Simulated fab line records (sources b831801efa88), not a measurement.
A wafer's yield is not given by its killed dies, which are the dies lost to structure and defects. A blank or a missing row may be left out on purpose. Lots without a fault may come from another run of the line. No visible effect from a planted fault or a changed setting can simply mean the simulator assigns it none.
One fault through the eyes of 2 desks ; flow gf180mcu ; numbers are kept per desk, each desk with only its own; the story behind them comes last

TOOL OWNER'S DESK, hdpcvd-02
The tool's own readings at GF_V5_CVD_00 (deposits SiO2, target thk 300 nm, time 50 s): means of the sampled wafers that have a number, for each lot that ran on this tool. Any lot whose mean is over 4 standard deviations away from the usual mean is out of limits and marked OUT; that distance is given in the brackets.
Columns: A = pressure_mtorr at GF_V5_CVD_00, usual 5.999 mTorr; B = susceptor_temp_C at GF_V5_CVD_00, usual 400.02 C
lot;first seen here;A;B
L766;day 28 03:26;5.996;400.21
L768;day 28 19:36;5.989;400.26
L769;day 29 06:17;6.006;399.98
L771;day 29 20:14;6.008;399.95
This desk found nothing out of limits on any of the 4 lots.

AT THE METROLOGY DESK
Lot by lot, what the gauges showed, no matter which tool ran the lot: averages of those sampled wafers that carry a number. Any lot whose mean is over 4 standard deviations away from the usual mean is out of limits and marked OUT; that distance is given in the brackets.
Columns: A = V5_OVL at GF_V5_OVL_MEAS_15, usual -1 nm
lot;first seen here;A
L761;day 27 08:53;4
L762;day 27 19:20;-1
L765;day 28 20:53;-3
L766;day 28 23:53;-0
L768;day 29 14:46;0
L769;day 30 01:20;4
L771;day 30 15:14;-9
L777;day 32 10:08;2
L778;day 32 14:38;2
L780;day 32 21:46;-3
L782;day 33 11:23;-2
L783;day 33 17:11;-9
This desk found nothing out of limits on any of the 12 lots.

ALL TOGETHER
The tool owner's desk saw nothing out of limits.
The metrology desk saw nothing out of limits.

WHAT WAS PUT IN BY THE SIMULATOR
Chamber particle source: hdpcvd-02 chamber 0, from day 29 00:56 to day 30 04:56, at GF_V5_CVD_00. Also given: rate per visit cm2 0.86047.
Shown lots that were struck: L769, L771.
